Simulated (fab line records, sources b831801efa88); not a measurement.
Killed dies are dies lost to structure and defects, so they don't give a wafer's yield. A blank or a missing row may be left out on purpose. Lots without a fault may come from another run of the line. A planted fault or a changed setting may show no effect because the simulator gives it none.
Which tool did it? | flow gf180mcu | 13 lots, 39 wafers sampled, at 6 steps of a route of 602

WHAT THE GAUGES READ, wafer by wafer
GF_STI_THK_MEAS_24. Usual: STI_CVD_23_THK 651 nm, standard deviation 5.4.
lot  | measured    | on            | STI_CVD_23_THK (nm) | flag
L529 | day 2 03:14 | film_metro-01 | 644 653 654         |
L530 | day 2 08:47 | film_metro-01 | 659 647 646         |
L532 | day 2 20:35 | film_metro-03 | 658 655 657         |
L533 | day 3 01:31 | film_metro-01 | 649 660 651         |
L534 | day 3 08:50 | film_metro-03 | 651 652 651         |
L536 | day 3 15:40 | film_metro-03 | 650 647 649         |
L539 | day 4 07:11 | film_metro-04 | 650 655 648         |
L540 | day 4 14:49 | film_metro-01 | 661 655 655         |
L541 | day 4 18:26 | film_metro-01 | 652 663 653         |
L544 | day 5 08:50 | film_metro-03 | 648 658 657         |
L546 | day 5 19:16 | film_metro-04 | 644 648 648         |
L547 | day 6 00:07 | film_metro-04 | 643 645 645         |
L552 | day 7 03:03 | film_metro-03 | 641 645 649         |

GF_MVPSD_TW_MEAS_11. Usual: MVPSD_TW 551, standard deviation 4.3.
lot  | measured     | on            | MVPSD_TW                | flag
L529 | day 5 00:46  | film_metro-04 | 545 545 544             |
L530 | day 5 07:37  | film_metro-02 | 557 556 557             |
L532 | day 5 20:52  | film_metro-01 | 554 553 552             |
L533 | day 6 07:02  | film_metro-02 | 555 557 553             |
L534 | day 6 11:55  | film_metro-02 | 555 554 556             |
L536 | day 6 20:37  | film_metro-02 | 555 556 559             |
L539 | day 7 14:55  | film_metro-02 | 551 554 554             |
L540 | day 7 21:06  | film_metro-04 | 546 547 548             |
L541 | day 8 02:17  | film_metro-02 | 669 671 669 669 668 666 | OFF
L544 | day 8 20:13  | film_metro-04 | 658 661 659 658 662 661 | OFF
L546 | day 9 07:38  | film_metro-04 | 661 663 659 663 658 664 | OFF
L547 | day 9 11:23  | film_metro-04 | 550 548 548             |
L552 | day 10 19:52 | film_metro-01 | 548 554 554             |

GF_VT_IMPLANT_RS_MEAS_49: measures by four-point-probe. Usual: MVPSD_RS 1168.1 ohm/sq, standard deviation 2.8.
lot  | measured     | on            | MVPSD_RS (ohm/sq)                   | flag
L529 | day 7 14:09  | film_metro-01 | 1167.3 1163.7 1165.3                |
L530 | day 7 20:01  | film_metro-02 | 1160.8 1160.4 1166.2                |
L532 | day 8 11:20  | film_metro-01 | 1167.3 1169.5 1172.1                |
L533 | day 9 01:01  | film_metro-01 | 1165.8 1169.2 1167.2                |
L534 | day 9 03:47  | film_metro-02 | 1171.3 1172.6 1170.1                |
L536 | day 9 15:01  | film_metro-04 | 1170.3 1168.4 1171.6                |
L539 | day 10 12:37 | film_metro-01 | 1163.6 1164.5 1162.4                |
L540 | day 10 18:28 | film_metro-02 | 1171.2 1168.7 1168.4                |
L541 | day 11 00:59 | film_metro-02 | 824.5 825.4 823.9 825.9 826.5 827.0 | OFF
L544 | day 11 20:41 | film_metro-04 | 826.3 826.1 824.5 823.7 826.0 823.6 | OFF
L546 | day 12 09:44 | film_metro-01 | 820.9 824.0 824.8 822.4 823.0 821.1 | OFF
L547 | day 12 13:20 | film_metro-01 | 1167.2 1166.9 1166.8                |
L552 | day 14 02:17 | film_metro-02 | 1168.9 1167.1 1165.7                |

GF_V2_THK_MEAS_03. Usual: V2_CVD_02_THK 851 nm, standard deviation 11.
lot  | measured     | on            | V2_CVD_02_THK (nm) | flag
L529 | day 19 04:49 | film_metro-02 | 834 829 855        |
L530 | day 19 13:04 | film_metro-02 | 832 849 865        |
L532 | day 20 08:43 | film_metro-02 | 836 839 841        |
L533 | day 21 04:37 | film_metro-04 | 858 865 854        |
L534 | day 21 10:59 | film_metro-04 | 858 861 864        |
L536 | day 22 01:14 | film_metro-04 | 853 838 855        |
L539 | day 23 10:53 | film_metro-01 | 830 853 862        |
L540 | day 23 18:18 | film_metro-02 | 859 866 866        |
L547 | day 25 16:12 | film_metro-01 | 844 861 849        |
L552 | day 27 05:12 | film_metro-01 | 834 843 869        |

WHICH TOOL RAN EACH LOT (tool, then ch and the chambers of the sampled wafers, then the start)
lot  | GF_MVPSD_IMPLANT_08             | GF_M2_METAL_ETCH_16
L529 | implanter-02 ch 0, day 5 00:22  | rie_metal-01 ch 0,1, day 19 03:56
L530 | implanter-04 ch 0, day 5 07:13  | rie_metal-01 ch 0,1, day 19 12:14
L532 | implanter-04 ch 0, day 5 20:24  | rie_metal-03 ch 0,1, day 20 07:53
L533 | implanter-02 ch 0, day 6 06:41  | rie_metal-03 ch 0,1, day 21 03:47
L534 | implanter-04 ch 0, day 6 11:31  | rie_metal-03 ch 1, day 21 10:02
L536 | implanter-02 ch 0, day 6 20:14  | rie_metal-04 ch 0,1, day 22 00:21
L539 | implanter-04 ch 0, day 7 14:32  | rie_metal-03 ch 0,1, day 23 10:02
L540 | implanter-04 ch 0, day 7 20:42  | rie_metal-03 ch 0,1, day 23 17:26
L541 | implanter-03 ch 0, day 8 01:34  | -
L544 | implanter-03 ch 0, day 8 19:30  | -
L546 | implanter-02 ch 0, day 9 06:55  | -
L547 | implanter-03 ch 0, day 9 11:01  | rie_metal-04 ch 0,1, day 25 15:22
L552 | implanter-02 ch 0, day 10 19:28 | rie_metal-03 ch 0,1, day 27 04:21
- GF_MVPSD_IMPLANT_08
- GF_M2_METAL_ETCH_16: etches the open film in Cl2/BCl3, stops on SiO2, target depth 627.5 nm, time 104.6 s.

WHAT THE TOOLS THEMSELVES READ (means of the sampled wafers that have a number; where no wafer has one, the mark that the record gives instead)
GF_MVPSD_IMPLANT_08. Usual: faraday_current_uA 84.5, standard deviation 1.5.
lot  | tool         | faraday_current_uA | flag
L529 | implanter-02 | 85.0               |
L530 | implanter-04 | 85.3               |
L532 | implanter-04 | 85.0               |
L533 | implanter-02 | 83.3               |
L534 | implanter-04 | 82.6               |
L536 | implanter-02 | 84.7               |
L539 | implanter-04 | 83.3               |
L540 | implanter-04 | 84.0               |
L541 | implanter-03 | 85.5               |
L544 | implanter-03 | 84.7               |
L546 | implanter-02 | 84.4               |
L547 | implanter-03 | 84.3               |
L552 | implanter-02 | 86.6               |

GF_M2_METAL_ETCH_16. Usual: drypump_motor_current_A 5.6 A, standard deviation 0.62; oes_product_au 0.971 a.u., standard deviation 0.0072; rf_fwd_power_W 795.1 W, standard deviation 2.7; throttle_valve_pct 28.250 %, standard deviation 0.01.
lot  | tool         | drypump_motor_current_A (A) | oes_product_au (a.u.) | rf_fwd_power_W (W) | throttle_valve_pct (%) | flag
L529 | rie_metal-01 | 5.2                         | 0.969                 | 791.5              | 28.250                 |
L530 | rie_metal-01 | 5.2                         | 0.970                 | 793.9              | 28.254                 |
L532 | rie_metal-03 | 5.6                         | 0.975                 | 792.4              | 28.245                 |
L533 | rie_metal-03 | 6.0                         | 0.966                 | 797.7              | 28.256                 |
L534 | rie_metal-03 | 5.2                         | 0.975                 | 798.0              | 28.260                 |
L536 | rie_metal-04 | 5.4                         | 0.977                 | 794.3              | 28.260                 |
L539 | rie_metal-03 | 5.6                         | 0.986                 | 794.8              | 28.233                 |
L540 | rie_metal-03 | 6.0                         | 0.968                 | 795.5              | 28.248                 |
L547 | rie_metal-04 | 6.0                         | 0.968                 | 795.6              | 28.255                 |
L552 | rie_metal-03 | 5.6                         | 0.968                 | 796.2              | 28.246                 |

THE ANSWER, worked out from the rows above alone
Rule: a lot is off if the mean of its wafers that have a number lies more than 3 standard deviations from the usual mean. A lot without any number at a reading at which 4 lots or more have one is off too. The other lots that the step has rows for count as sound. The gauges are gone through in route order, then the tools' own readings, and for those a lot's mean is taken as printed above. The first step at which some lot is off is used, and at that step the reading that is off furthest; a lot without a number counts as furthest.
Off: L541, L544, L546, at GF_MVPSD_TW_MEAS_11 (MVPSD_TW).
A tool fits if, at a process step before that reading, it ran every lot that is off, and no sound lot after the first of them. The gauges at GF_MVPSD_TW_MEAS_11 are tried like those tools. None of those tried fits.

WHAT THE SIMULATOR HAD PUT IN
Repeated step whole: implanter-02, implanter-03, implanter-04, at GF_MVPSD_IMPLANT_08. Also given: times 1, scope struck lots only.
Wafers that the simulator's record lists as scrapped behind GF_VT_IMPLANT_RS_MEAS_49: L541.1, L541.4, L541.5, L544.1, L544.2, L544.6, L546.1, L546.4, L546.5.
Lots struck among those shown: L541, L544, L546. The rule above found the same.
